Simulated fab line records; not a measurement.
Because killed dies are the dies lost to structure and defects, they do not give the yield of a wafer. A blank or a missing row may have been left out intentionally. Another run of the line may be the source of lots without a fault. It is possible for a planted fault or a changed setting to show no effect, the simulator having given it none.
Split-lot trial ; flow sky130 ; 23 wafers read from 5 lots, route of 708 steps

== SPLIT DETAILS ==
At SKY_NWELL_COAT_18 (resist thk 3000 nm), the setting spin_rpm was moved away from the recipe's 2000 rpm on 10 of the 23 wafers read, by -3.9% to +4.2%. For the rest of the wafers, this setting stayed at what the recipe calls for.

The reading comes from the split's own step.

== THE READING ==
coat_of_NWELL_COAT_18.thk_nm (the simulator's own value, which no gauge read), in nm, at SKY_NWELL_COAT_18 (resist thk 3000 nm). The file does not state a usual value for it. The 13 wafers here that ran the recipe average 2998 nm, standard deviation 9.5 nm.

wafer;tool, chamber at the split;spin_rpm as run, rpm;against the recipe;coat_of_NWELL_COAT_18.thk_nm, nm;against lot-mates on the recipe
L076.2;litho_track-03, 0;2000;recipe;2992;-
L076.4;litho_track-03, 0;2000;recipe;2997;-
L076.5;litho_track-03, 0;2000;recipe;2990;-
L077.1;litho_track-02, 0;2057;+2.8%;2961;-46
L077.2;litho_track-02, 0;2057;+2.8%;2970;-36
L077.4;litho_track-02, 0;2000;recipe;3011;-
L077.5;litho_track-02, 0;2057;+2.8%;2964;-42
L077.6;litho_track-02, 0;2000;recipe;3002;-
L082.1;litho_track-03, 0;2083;+4.2%;2947;-60
L082.2;litho_track-03, 0;2000;recipe;3006;-
L082.3;litho_track-03, 0;2000;recipe;3019;-
L082.4;litho_track-03, 0;2083;+4.2%;2952;-55
L082.6;litho_track-03, 0;2000;recipe;2995;-
L083.1;litho_track-04, 0;2078;+3.9%;2930;-58
L083.2;litho_track-04, 0;2078;+3.9%;2946;-42
L083.3;litho_track-04, 0;2000;recipe;2982;-
L083.4;litho_track-04, 0;2000;recipe;2994;-
L083.6;litho_track-04, 0;2000;recipe;2989;-
L084.1;litho_track-03, 0;1921;-3.9%;3062;+63
L084.2;litho_track-03, 0;2000;recipe;2997;-
L084.3;litho_track-03, 0;1921;-3.9%;3058;+59
L084.5;litho_track-03, 0;2000;recipe;3001;-
L084.6;litho_track-03, 0;1921;-3.9%;3063;+64

THE FIT
A straight line over all 23 wafers: coat_of_NWELL_COAT_18.thk_nm changes by -14.2 nm for each +1% of spin_rpm; r = -0.97; the points scatter about the line by 9.2 nm.
The same after taking each lot's own level away (the mean of its wafers on the recipe; 23 wafers): -14.5 nm for each +1%; r = -0.99; scatter 6 nm.
That fit puts the effect of the largest move of spin_rpm on the reading at 60 nm.
Across the lots, their own levels run from 2988.3 to 3006.7 nm, a range of 1.9 times the standard deviation given above.
Hence the lot-to-lot level has little effect on the slope; both slopes agree.
Check: for one of the wafers moved furthest among these (+4.2%), held out of the fit, the line's prediction against its lot-mates is -58.7 nm. Against them it came out at -59.7 nm.

== FURTHER SPLITS ON THESE WAFERS ==
These wafers also went through other splits before the reading. Each is held against what the fit with the lots' levels taken away leaves over:
other split on the same wafers;wafers away from the commonest value;r with coat_of_NWELL_COAT_18.thk_nm (lot level and that fit taken away)
SKY_FIELD_ISO_OXIDATION_01 ox_time_s;15;-0.15
SKY_FIELD_ISO_CVD_03 pressure_mtorr;15;+0.19
SKY_FIELD_ISO_ETCH_15 bias_w;12;-0.23
SKY_FIELD_ISO_OXIDATION_22 ox_time_s;15;-0.13
SKY_FIELD_ISO_WET_ETCH_29 time_s;15;+0.07
SKY_NWELL_IMPLANT_11 energy_kev;10;-0.15

== THE WHOLE CHAIN: every reading that the file lists as answering this split, in the file's order ==
step;what it does;reading;change (the file's fit);r (the file's)
SKY_NWELL_COAT_18;resist thk 3000 nm;coat_of_NWELL_COAT_18.thk_nm (the simulator's own value, which no gauge read);-14.2 nm for each +1% of the setting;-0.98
SKY_NWELL_STRIP_25;strips in O2/N2;strip_time_to_endpoint_s;withheld for each +1% of the setting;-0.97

== THE FILE'S OWN FIT ==
coat_of_NWELL_COAT_18.thk_nm changes by -14.2 nm for each +1% of spin_rpm, r = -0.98.
